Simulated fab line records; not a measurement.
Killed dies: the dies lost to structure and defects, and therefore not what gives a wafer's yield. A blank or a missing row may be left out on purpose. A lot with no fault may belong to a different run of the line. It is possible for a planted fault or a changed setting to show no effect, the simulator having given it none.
Which tool is to blame? | flow gf180mcu | Sampling: 6 lots, 18 wafers, 2 of 602 route steps

WHAT THE GAUGES READ, wafer by wafer
GF_M4_OVL_MEAS_15.
lot  | measured     | on         | M4_OVL (nm)
L313 | day 24 00:59 | overlay-01 | -2 3 -4
L316 | day 24 18:55 | overlay-01 | -4 -5 -3
L318 | day 25 14:32 | overlay-02 | -4 2 1
L322 | day 26 21:20 | overlay-02 | -4 0 -4
L329 | day 29 05:13 | overlay-02 | 2 7 6
L334 | day 30 07:28 | overlay-02 | -7 0 3

TOOL THAT RAN EACH LOT (tool first, then ch and the chambers of the sampled wafers, then the start)
lot  | GF_VT_IMPLANT_STRIP_31
L313 | plasma asher-03 ch 0,1, day 7 01:15
L316 | plasma asher-01 ch 0,1, day 7 21:23
L318 | plasma asher-03 ch 0,1, day 8 11:03
L322 | plasma asher-02 ch 0,1, day 9 14:06
L329 | plasma asher-02 ch 0,1, day 11 14:52
L334 | plasma asher-01 ch 0,1, day 12 20:37
- GF_VT_IMPLANT_STRIP_31: strips in O2/N2.

THE ANSWER, worked out from the rows above alone
Rule: usual is defined by the lots themselves. The widest of any qualifying gaps counts: lots, ordered by their means at a reading, are off when they make up no more than a third of the lots, leave a main group of 4 or more, and stand apart from it by 3 or more times the standard deviation of that group's means. A main group is skipped when, at the precision printed for the reading in the tables above, its means are all equal. A lot without any number at a reading at which 4 lots or more have one is off too. Any other lot the step has rows for is counted as sound.
Off: at GF_M4_OVL_MEAS_15 (M4_OVL), L329. The main group has a mean of -2 nm with a standard deviation of 1.3.
If a tool, at a process step before that reading, ran all the lots that are off and no sound lot after the first of them, it fits. Those tools and the gauges at GF_M4_OVL_MEAS_15 are tried in the same way. One fits: GF_VT_IMPLANT_STRIP_31 on plasma asher-02. Its last sound lot is L322 (day 9 14:06), its first lot that is off L329 (day 11 14:52): a fault that began between those two fits.

WHAT THE SIMULATOR HAD PUT IN
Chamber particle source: plasma asher-02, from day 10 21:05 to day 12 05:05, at GF_VT_IMPLANT_STRIP_31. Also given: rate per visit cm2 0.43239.
Struck lots among those shown: L329. The rule above reached the same finding.
